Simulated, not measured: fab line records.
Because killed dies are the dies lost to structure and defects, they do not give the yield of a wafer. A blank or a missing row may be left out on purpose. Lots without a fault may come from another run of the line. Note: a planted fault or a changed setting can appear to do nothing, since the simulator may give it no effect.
Which tool was responsible?    flow sfq line    7 lots, 21 wafers sampled, at 2 steps of a route of 325

== WHAT EACH GAUGE READ, for each wafer ==
SFQ_M4_RS_MEAS_924: the measuring method here is four-point-probe.
lot   measured      on             M4_NB_RS (ohm/sq)
L985  day 43 15:24  film metro-04  0.895 0.882 0.898
L988  day 44 10:50  film metro-04  0.441 0.442 0.441
L995  day 46 23:49  film metro-01  0.435 0.440 0.441
L998  day 47 21:20  film metro-04  0.893 0.908 0.902
L101  day 48 11:31  film metro-01  0.887 0.881 0.895
L103  day 49 00:44  film metro-04  0.888 0.882 0.893
L105  day 51 08:35  film metro-01  0.890 0.885 0.896

== WHICH TOOL RAN EACH LOT (tool, then ch and the chambers of the sampled wafers, then the start) ==
lot   SFQ_TRILAYER_M4_DEP_SPUTTER_091
L985  pvd sputter-05, day 43 15:16
L988  pvd sputter-05, day 44 10:28
L995  pvd sputter-03, day 46 23:25
L998  pvd sputter-05, day 47 21:14
L101  pvd sputter-06, day 48 11:25
L103  pvd sputter-05, day 49 00:37
L105  pvd sputter-05, day 51 08:27
- SFQ_TRILAYER_M4_DEP_SPUTTER_091: material Nb, target thk 200 nm, time 133.3 s.

== THE ANSWER, worked out from the rows above alone ==
Rule: the lots themselves supply what counts as usual. Put in order of their means at a reading, lots are off if they are a third of the lots or fewer, leave a main group of 4 or more, and stand apart from it by a gap of 3 or more times the standard deviation of the main group's means; of several such gaps the widest counts. A main group is skipped when, at the precision printed for the reading in the tables above, its means are all equal. A lot without any number at a reading at which 4 lots or more have one is off too. Where the step has rows for the other lots, those lots are counted as sound.
Off: at SFQ_M4_RS_MEAS_924 (M4_NB_RS), L988, L995. For the main group the mean is 0.892 ohm/sq and the standard deviation 0.0049.
If a tool, at a process step before that reading, ran all the lots that are off and no sound lot after the first of them, it fits. Gauges at SFQ_M4_RS_MEAS_924: tried the same way as those tools. Of those tried, none fits.

== WHAT THE SIMULATOR HAD INSERTED ==
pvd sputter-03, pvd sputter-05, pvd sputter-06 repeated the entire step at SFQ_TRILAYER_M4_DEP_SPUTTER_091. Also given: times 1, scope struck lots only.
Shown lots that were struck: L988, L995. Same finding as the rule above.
